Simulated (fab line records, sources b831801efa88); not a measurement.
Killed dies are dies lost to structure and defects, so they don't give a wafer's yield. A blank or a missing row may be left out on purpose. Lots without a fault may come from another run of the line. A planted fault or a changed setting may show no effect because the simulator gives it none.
fab line records | flow sky130
record lots=6 wafers=18 last_day=50
route steps=708 shown VIA2@516 PAD_OPEN@708
lots that met no fault: from a run of the same line without faults
start_h: hours from the record's first day to the start of the lot's first wafer shown | wait_h: hours since the lot's step before | " the same as in the row above | L1.1+2: a row that stands for several wafers | - no value, or no start given | * or withheld: withheld | < > ~ a bound
route shown NAME@n: a module of which the file shows steps, and the number in the route of the first | usual: mean/standard deviation of fault-free wafers | same: alike in all rows | chamber/n: place in a boat | sites: the reading at each site | _std_site: their standard deviation | _edge_site: outer sites' mean less inner sites' | radius_mm: how far each site lies from the wafer's centre | mask NAME#n: copy n | behind: the tool/chamber that last shaped the wafer | hold: why the lot was held/for how many hours/how that ended | device: the transistor (n, p or np) that didn't switch | end of line: the same wafers' tests at the end of the route | a step without rows: its recipe alone | killed: dies lost to structure and defects at the first sort, not the wafer's yield | map: a wafer's dies, x killed, . not, _ none there
set.NAME: the setting as run; set.NAME@STEP: as run at that earlier step | model.NAME: the simulator's own value behind a step, which no gauge read
lots at some steps of the route; a table a step, a row a wafer
services: from which hour (start_h, from the record's first day; less than 0 if before it) a tool's chamber was out of use, for how many hours, and why
## steps
# step SKY_VIA2_EXPOSE_09
# recipe mask_id=VIM2 na=0.8 source_shape=annular sigma_inner=0.55 sigma_outer=0.85 target_cd_nm=200 dose_mj=38
# step SKY_VIA2_PEB_10
# recipe peb_temp_c=withheld peb_time_s=withheld resist=KrF-thick
# step SKY_VIA2_DEVELOP_11
# recipe develop_time_s=60 resist=KrF-thick dev_temp_c=21
# step SKY_VIA2_CD_MEAS_12
# recipe target_cd_nm=200
# usual cd_nm=200.2/1.6
# columns lot.wafer tool chamber start_h wait_h cd_nm
L654.1 cd_sem-02 - 842.72 - 200.5
L654.3 " - " " 200.2
L654.6 " - " " 201.4
L663.1 cd_sem-01 - 921.77 - 200.7
L663.2 " - " " 200.2
L663.3 " - " " 200.6
L672.3 cd_sem-01 - 978.18 - 198.8
L672.4 " - " " 198.5
L672.6 " - " " 200.4
L673.1 cd_sem-01 - 986.92 - 198.5
L673.3 " - " " 200.6
L673.4 " - " " 198.8
L675.1 cd_sem-01 - 995.34 - 201.7
L675.4 " - " " 201.0
L675.5 " - " " 202.6
L677.2 cd_sem-02 - 1010.71 - 198.7
L677.3 " - " " 200.4
L677.5 " - " " 199.9
# step SKY_VIA2_OVL_MEAS_13
# usual VIA2_OVL=2/5.2
# columns lot.wafer tool chamber start_h wait_h VIA2_OVL[nm]
L654.1 overlay-02 - 842.84 0.1 6
L654.3 " - " " -3
L654.6 " - " " -2
L663.1 overlay-01 - 921.89 0.1 12
L663.2 " - " " 3
L663.3 " - " " 11
L672.3 overlay-01 - 978.28 0.1 10
L672.4 " - " " 11
L672.6 " - " " 15
L673.1 overlay-02 - 987.04 0.1 2
L673.3 " - " " 3
L673.4 " - " " -3
L675.1 overlay-01 - 995.46 0.1 7
L675.4 " - " " 2
L675.5 " - " " 0
L677.2 overlay-02 - 1010.81 0.1 0
L677.3 " - " " -1
L677.5 " - " " 5
# step SKY_VIA2_ETCH_14
# recipe chemistry=N2/H2 target=BARC ion_energy_ev=200 source_w=500 bias_w=100 pressure_mtorr=30 n2_flow_sccm=100 h2_flow_sccm=200 stop_on=SiO2 time_s=45.9 target_depth_a=600
# usual drypump_motor_current_A=5.9/0.37 oes_product_au=0.855/0.0045 throttle_valve_pct=13.224/0.0089
# columns lot.wafer tool chamber start_h wait_h drypump_motor_current_A oes_product_au rf_hours_counter_h throttle_valve_pct
L654.1 rie_diel-04 3 842.88 0.0 5.9 0.852 14 13.230
L654.3 " 0 " " 6.5 0.852 19 13.223
L654.6 " 3 " " 5.9 0.854 - 13.213
L663.1 rie_diel-02 1 921.93 0.0 6.2 0.860 17 13.232
L663.2 " 0 " " 5.6 0.864 14 13.226
L663.3 " 3 " " 6.2 0.857 17 13.246
L672.3 rie_diel-01 0 978.30 0.0 6.5 0.857 10 13.229
L672.4 " 3 " " 5.5 0.856 11 13.231
L672.6 " 1 " " 5.7 0.856 - 13.222
L673.1 rie_diel-04 1 987.08 0.0 5.9 0.859 6 13.214
L673.3 " 2 " " 5.5 0.853 13 13.213
L673.4 " 3 " " 5.9 0.851 18 13.221
L675.1 rie_diel-01 1 995.50 0.0 5.7 0.853 8 13.230
L675.4 " 3 " " 5.4 0.848 12 13.225
L675.5 " 0 " " 6.5 0.854 - 13.224
L677.2 rie_diel-04 3 1010.84 0.0 5.8 0.858 18 13.240
L677.3 " 0 " " 6.5 0.856 26 13.213
L677.5 " 2 " " 5.4 0.859 - 13.231
# step SKY_VIA2_ETCH_15
# recipe target=SiO2 chemistry=C4F8/O2/Ar target_depth_nm=546 stop_on=TiN mask_material=KrF-thick source_w=1500 bias_w=1200 pressure_mtorr=40 c4f8_flow_sccm=withheld O2_flow_sccm=6 Ar_flow_sccm=300 time_s=84
# usual oes_product_au=0.940/0.0048
# columns lot.wafer tool chamber start_h wait_h oes_product_au rf_hours_counter_h
L654.1 rie_diel-04 3 842.92 0.0 0.936 14
L654.3 " 0 " " 0.935 19
L654.6 " 3 " " 0.937 -
L663.1 rie_diel-02 1 921.97 0.0 0.945 17
L663.2 " 0 " " 0.943 14
L663.3 " 3 " " 0.942 17
L672.3 rie_diel-01 0 978.34 0.0 0.946 10
L672.4 " 3 " " 0.939 12
L672.6 " 1 " " 0.937 -
L673.1 rie_diel-04 1 987.12 0.0 0.938 6
L673.3 " 2 " " 0.933 13
L673.4 " 3 " " 0.943 18
L675.1 rie_diel-01 1 995.54 0.0 0.944 8
L675.4 " 3 " " 0.935 12
L675.5 " 0 " " 0.937 -
L677.2 rie_diel-04 3 1010.89 0.0 0.933 18
L677.3 " 0 " " 0.947 26
L677.5 " 2 " " 0.938 -
# step SKY_VIA2_STRIP_16
# recipe chemistry=O2/N2 power_w=1400 pressure_mtorr=1500 platen_temp_c=withheld o2_flow_sccm=3000 n2_flow_sccm=300 overash_fraction=0.5
# usual drypump_motor_current_A=5.7/0.34 oes_product_au=0.399/0.0049 strip_time_to_endpoint_s=4.061/0.03
# columns lot.wafer tool chamber start_h wait_h drypump_motor_current_A oes_product_au rf_hours_counter_h strip_time_to_endpoint_s
L654.1 plasma_asher-03 1 842.98 0.0 6.4 0.397 98 4.103
L654.3 " 1 " " 6.4 0.391 - 4.069
L654.6 " 1 " " 6.4 0.395 - 4.068
L663.1 plasma_asher-03 1 922.03 0.0 6.4 0.394 105 4.067
L663.2 " 0 " " 5.5 0.403 105 4.120
L663.3 " 0 " " 5.5 0.408 - 4.099
L672.3 plasma_asher-04 0 978.44 0.1 5.6 0.394 - 4.028
L672.4 " 1 " " 5.5 0.395 - 4.008
L672.6 " 0 " " 5.5 0.402 - 4.058
L673.1 plasma_asher-01 1 987.18 0.0 5.4 0.404 25 4.019
L673.3 " 0 " " 5.9 0.403 - 4.070
L673.4 " 1 " " 5.4 0.398 - 4.117
L675.1 plasma_asher-01 1 995.60 0.0 5.4 0.398 26 4.014
L675.4 " 1 " " 5.4 0.394 - 3.995
L675.5 " 1 " " 5.4 0.393 - 4.056
L677.2 plasma_asher-03 0 1010.95 0.0 5.5 0.398 116 4.128
L677.3 " 0 " " 5.5 0.400 - 4.071
L677.5 " 1 " " 6.4 0.401 - 4.116
# step SKY_VIA2_STRIP_17
# recipe chemistry=post_etch_residue_remover time_s=1200 temp_c=72.5
# step SKY_VIA2_CLEAN_18
# recipe chemistry=IPA time_s=180 temp_c=25
# step SKY_VIA2_CLEAN_19
# recipe chemistry=O3/DIW dry=n2_spin
# step SKY_VIA2_SPUTTER_20
# recipe material=TiN target_thk_nm=20 chamber_pressure_pa=5 power_w=4000 time_s=80
# usual throttle_valve_pct=29.8/1.2
# columns lot.wafer tool chamber start_h wait_h throttle_valve_pct
L654.1 pvd_sputter-04 - 843.58 0.0 30.4
L654.3 " - " " 30.0
L654.6 " - " " 32.3
L663.1 pvd_sputter-02 - 923.06 0.0 29.2
L663.2 " - " " 30.5
L663.3 " - " " 29.5
L672.3 pvd_sputter-02 - 979.01 0.0 28.6
L672.4 " - " " 29.0
L672.6 " - " " 28.5
L673.1 pvd_sputter-04 - 987.81 0.0 28.9
L673.3 " - " " 32.2
L673.4 " - " " 32.2
L675.1 pvd_sputter-04 - 996.21 0.0 30.1
L675.4 " - " " 30.5
L675.5 " - " " 32.4
L677.2 pvd_sputter-02 - 1011.54 0.0 29.3
L677.3 " - " " 29.1
L677.5 " - " " 29.3
# step SKY_VIA2_CVD_21
# recipe material=W target_thk_nm=420 time_s=126.4 temp_c=400 pressure_torr=40
# usual chamber_pressure_Torr=39.99/0.087 heater_power_w=785/41
# columns lot.wafer tool chamber start_h wait_h chamber_pressure_Torr heater_power_w
L654.1 cvd_w-01 0 843.64 0.0 39.90 818
L654.3 " 0 " " 40.02 816
L654.6 " 0 " " 39.97 824
L663.1 cvd_w-02 0 923.12 0.0 39.95 800
L663.2 " 1 " " 40.14 810
L663.3 " 1 " " 40.02 826
L672.3 cvd_w-01 0 979.11 0.1 40.05 776
L672.4 " 1 " " 41.66 750
L672.6 " 0 " " 40.06 781
L673.1 cvd_w-02 0 987.88 0.0 39.96 828
L673.3 " 1 " " 40.20 837
L673.4 " 0 " " 40.02 817
L675.1 cvd_w-02 1 996.27 0.0 40.13 826
L675.4 " 0 " " 39.88 799
L675.5 " 1 " " 40.00 817
L677.2 cvd_w-01 1 1011.60 0.0 41.54 731
L677.3 " 1 " " 41.41 743
L677.5 " 0 " " 40.03 798
# step SKY_VIA2_RS_MEAS_22
# recipe thk_meas_gauge=four-point-probe reads=W_of_VIA2_CVD_21+TiN_of_VIA2_SPUTTER_20
# usual VIA2_W_RS=0.271/0.0054
# columns lot.wafer tool chamber start_h wait_h VIA2_W_RS[ohm/sq]
L654.1 film_metro-04 - 843.77 0.1 0.268
L654.3 " - " " 0.270
L654.6 " - " " 0.269
L663.1 film_metro-04 - 923.26 0.1 0.275
L663.2 " - " " 0.262
L663.3 " - " " 0.266
L672.3 film_metro-02 - 979.24 0.1 0.268
L672.4 " - " " 0.271
L672.6 " - " " 0.265
L673.1 film_metro-04 - 988.01 0.1 0.276
L673.3 " - " " 0.264
L673.4 " - " " 0.273
L675.1 film_metro-04 - 996.40 0.1 0.267
L675.4 " - " " 0.276
L675.5 " - " " 0.267
L677.2 film_metro-04 - 1011.75 0.1 0.271
L677.3 " - " " 0.270
L677.5 " - " " 0.262
# step SKY_PAD_OPEN_PROBE_99
# usual defect_limited_yield=82.1/2 killed_at_M0_to_M3=44/7.8 killed_at_M4_up=3.1/1.7 killed_at_contacts=25/5.1 killed_at_front_end=15/4.4 killed_at_other=0.5/0.68 killed_dies=88/9.9 killed_open=48/6.9 killed_short=39/6.5 sort_bin_3_pad_short=0.8/0.42 sort_bin_5_function=10.6/1.5 sort_bin_6_memory=6.5/1.2 sort_n_pass=404/9.9 sort_yield_pct=82.1/2
# same gross_dies=492 killed_at_back_side=0 sort_bin_4_leakage[%]=0 sort_bin_8_speed[%]=0
# columns lot.wafer tool chamber start_h wait_h defect_limited_yield[%] killed_at_M0_to_M3 killed_at_M4_up killed_at_contacts killed_at_front_end killed_at_other killed_dies killed_open killed_short sort_bin_3_pad_short[%] sort_bin_5_function[%] sort_bin_6_memory[%] sort_n_pass sort_yield_pct[%]
L663.1 prober-01 - 1132.59 0.1 80.3 46 3 26 21 1 97 49 47 1.0 12.6 6.1 395 80.3
L663.2 prober-01 - 1132.64 0.1 83.3 36 5 28 13 0 82 51 31 0.4 10.6 5.7 410 83.3
L663.3 prober-01 - 1132.69 0.2 81.1 49 3 22 19 0 93 53 40 0.8 10.8 7.3 399 81.1
L672.3 prober-02 - 1177.27 0.2 86.0 31 3 28 7 0 69 38 31 0.6 8.1 5.3 423 86.0
L672.4 prober-02 - 1177.32 0.2 82.3 38 2 33 14 0 87 48 39 0.6 11.0 6.1 405 82.3
L672.6 prober-02 - 1177.42 0.2 83.9 38 2 27 12 0 79 42 37 0.8 8.9 6.3 413 83.9
L673.1 prober-02 - 1181.80 0.1 83.7 47 4 21 7 1 80 41 39 0.4 10.6 5.3 412 83.7
L673.3 prober-02 - 1181.90 0.2 80.9 55 3 21 13 2 94 52 41 1.0 11.6 6.5 398 80.9
L673.4 prober-02 - 1181.95 0.2 81.9 48 2 25 14 0 89 48 41 2.0 8.9 7.1 403 81.9
L675.1 prober-02 - 1189.31 0.1 81.9 52 1 19 17 0 89 49 40 0.6 10.4 7.1 403 81.9
L675.4 prober-02 - 1189.46 0.2 81.1 46 2 28 17 0 93 46 47 0.4 10.2 8.3 399 81.1
L675.5 prober-02 - 1189.51 0.2 81.5 44 3 32 12 0 91 56 35 0.6 12.4 5.5 401 81.5
# killed by level:class
L663.1 FIELD_ISO:geometric_particle:short=8 METAL1:geometric_particle:short=8 CONTACT:geometric_particle:open=7 LI_CONTACT:geometric_particle:open=7 VIA1:geometric_particle:open=7 VIA2:geometric_particle:open=7 CONTACT:geometric_particle:short=6 VIA3:geometric_particle:open=6
L663.2 CONTACT:geometric_particle:open=10 VIA2:geometric_particle:open=9 LI_CONTACT:geometric_particle:open=8 VIA3:geometric_particle:open=7 VIA1:geometric_particle:open=7 CONTACT:geometric_particle:short=6 FIELD_ISO:geometric_particle:open=4 SPACER:geometric_particle:short=4
L663.3 VIA2:geometric_particle:open=15 VIA1:geometric_particle:open=11 FIELD_ISO:geometric_particle:short=8 LI_CONTACT:geometric_particle:open=6 CONTACT:geometric_particle:open=6 VIA2:geometric_particle:short=6 VIA3:geometric_particle:open=5 LI_CONTACT:geometric_particle:short=4
L672.3 LI_CONTACT:geometric_particle:open=11 METAL2:geometric_particle:short=7 VIA1:geometric_particle:open=7 LOCAL_INTERCONNECT:geometric_particle:short=6 CONTACT:geometric_particle:open=6 LI_CONTACT:geometric_particle:short=4 METAL1:geometric_particle:short=3 VIA2:geometric_particle:open=3
L672.4 LI_CONTACT:geometric_particle:open=11 VIA1:geometric_particle:open=11 LOCAL_INTERCONNECT:geometric_particle:short=8 CONTACT:geometric_particle:open=8 METAL2:geometric_particle:short=7 VIA1:geometric_particle:short=5 VIA2:geometric_particle:open=5 FIELD_ISO:geometric_particle:open=3
L672.6 VIA2:geometric_particle:open=11 LI_CONTACT:geometric_particle:open=8 CONTACT:geometric_particle:open=7 VIA1:geometric_particle:open=7 CONTACT:geometric_particle:short=6 VIA1:geometric_particle:short=5 VIA3:geometric_particle:short=4 LI_CONTACT:geometric_particle:short=4
L673.1 METAL2:geometric_particle:short=9 VIA1:geometric_particle:open=8 LI_CONTACT:geometric_particle:open=7 VIA2:geometric_particle:open=7 LOCAL_INTERCONNECT:geometric_particle:short=5 CONTACT:geometric_particle:open=5 METAL1:geometric_particle:short=5 VIA3:geometric_particle:open=5
L673.3 VIA1:geometric_particle:open=13 METAL1:geometric_particle:short=9 VIA3:geometric_particle:short=7 CONTACT:geometric_particle:open=7 VIA2:geometric_particle:open=7 VIA3:geometric_particle:open=7 LI_CONTACT:geometric_particle:open=6 FIELD_ISO:geometric_particle:open=5
L673.4 VIA1:geometric_particle:open=13 CONTACT:geometric_particle:open=7 METAL2:geometric_particle:short=7 FIELD_ISO:geometric_particle:open=6 LOCAL_INTERCONNECT:geometric_particle:short=6 VIA1:geometric_particle:short=6 VIA2:geometric_particle:open=5 METAL1:geometric_particle:short=5
L675.1 VIA1:geometric_particle:open=16 METAL1:geometric_particle:short=7 CONTACT:geometric_particle:open=7 VIA2:geometric_particle:open=7 FIELD_ISO:geometric_particle:open=5 POLY_GATE:geometric_particle:open=5 POLY_GATE:geometric_particle:short=5 METAL2:geometric_particle:short=5
L675.4 CONTACT:geometric_particle:open=9 VIA1:geometric_particle:open=8 VIA2:geometric_particle:open=7 METAL1:geometric_particle:short=6 LI_CONTACT:geometric_particle:open=5 LOCAL_INTERCONNECT:geometric_particle:short=5 CONTACT:geometric_particle:short=5 METAL2:geometric_particle:short=5
L675.5 VIA1:geometric_particle:open=16 LI_CONTACT:geometric_particle:open=14 METAL2:geometric_particle:short=8 CONTACT:geometric_particle:open=8 FIELD_ISO:geometric_particle:open=5 VIA1:geometric_particle:short=4 LI_CONTACT:geometric_particle:short=4 POLY_GATE:geometric_particle:short=3
## services
# columns tool chamber start_h hours kind
rie_diel-02 3 819.34 12.7 repair
rie_diel-04 1 820.26 - clean
rie_diel-01 - 829.99 0.7 repair
plasma_asher-03 - 851.58 0.6 repair
rie_diel-02 1 862.07 7.3 repair
cvd_w-01 - 869.33 6.9 pm
cvd_w-02 - 876.23 3.8 pm
rie_diel-04 3 876.78 16.6 repair
cvd_w-01 0 889.53 3.9 repair
rie_diel-02 0 902.39 2.3 repair
cvd_w-01 - 904.00 14.0 pm
rie_diel-04 - 921.14 2.8 pm
rie_diel-02 3 934.95 1.3 repair
pvd_sputter-02 - 937.43 0.5 repair
cvd_w-02 - 948.32 28.1 pm
rie_diel-04 3 973.90 9.4 repair
rie_diel-04 2 976.58 4.3 repair
plasma_asher-01 - 977.68 5.4 repair
rie_diel-01 2 980.02 3.1 repair
rie_diel-04 - 981.74 0.4 repair
plasma_asher-04 - 990.86 10.1 repair
pvd_sputter-04 - 1000.32 8.0 repair
rie_diel-02 1 1001.89 4.4 repair
rie_diel-01 - 1009.36 0.3 repair
## key
first_sign step=SKY_VIA2_CVD_21 reading=chamber_pressure_Torr direction=up sigmas=18 usual=39.99 struck=41.54
effect none on later readings
met_at SKY_VIA2_CVD_21
struck_wafers L672.4,L677.2,L677.3
fault kind=process_parameter_drift tool=cvd_w-01 chamber=1 onset_h=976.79 steps=SKY_VIA2_CVD_21 channel=pressure_torr offset=1.5655 shape=step end_h=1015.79 acts_in=these_recipes_only stated=40
